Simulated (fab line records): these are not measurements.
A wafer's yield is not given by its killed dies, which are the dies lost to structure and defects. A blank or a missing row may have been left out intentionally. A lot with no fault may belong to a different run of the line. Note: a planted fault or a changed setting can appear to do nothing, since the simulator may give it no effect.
A single fault, viewed from 2 desks | flow sky130 | every desk sees just its own numbers, and what lay behind them comes last

== FOR THE TOOL OWNER'S DESK: cvd_w-02 ==
The tool's own readings at SKY_VIA1_CVD_21 (deposits W, target thk 270 nm, time 80.902 s): means of the sampled wafers that have a number, for each lot that ran on this tool. Any lot whose mean is over 4 standard deviations away from the usual mean is out of limits and marked OUT; that distance is given in the brackets.
Columns: A = heater_power_w at SKY_VIA1_CVD_21, usual 879 W
lot  | first seen here | A
L736 | day 34 04:29    | 908
L738 | day 35 07:59    | 903
L739 | day 35 14:40    | 900
L740 | day 35 16:34    | 913
L745 | day 37 09:20    | 899
L754 | day 39 17:13    | 853
L755 | day 40 07:19    | 863
L757 | day 41 00:52    | 847
L758 | day 41 06:20    | 842
L759 | day 41 09:49    | 861
This desk found nothing out of limits on any of the 10 lots.

== FROM THE METROLOGY DESK ==
What the gauges read, lot by lot, whatever tool the lot ran on: means of the sampled wafers that have a number. Any lot whose mean is over 4 standard deviations away from the usual mean is out of limits and marked OUT; that distance is given in the brackets.
Columns: A = METAL5_ALCU_THK at SKY_METAL5_THK_MEAS_06, usual 1163 nm
lot  | first seen here | A
L736 | day 43 03:40    | 1132
L738 | day 44 02:32    | 1166
L739 | day 44 08:14    | 1154
L740 | day 44 08:47    | 1184
L745 | day 45 16:37    | 1170
L748 | day 47 00:17    | 1161
L751 | day 47 06:45    | 1165
L754 | day 47 19:23    | 1145
L755 | day 48 05:14    | 1178
L757 | day 48 18:18    | 1166
L758 | day 48 23:56    | 1141
L759 | day 49 01:18    | 1164
This desk found nothing out of limits on any of the 12 lots.

== TAKEN TOGETHER ==
Nothing out of limits was seen by the tool owner's desk.
At the metrology desk, nothing out of limits was observed.

== WHAT WAS PUT IN BY THE SIMULATOR ==
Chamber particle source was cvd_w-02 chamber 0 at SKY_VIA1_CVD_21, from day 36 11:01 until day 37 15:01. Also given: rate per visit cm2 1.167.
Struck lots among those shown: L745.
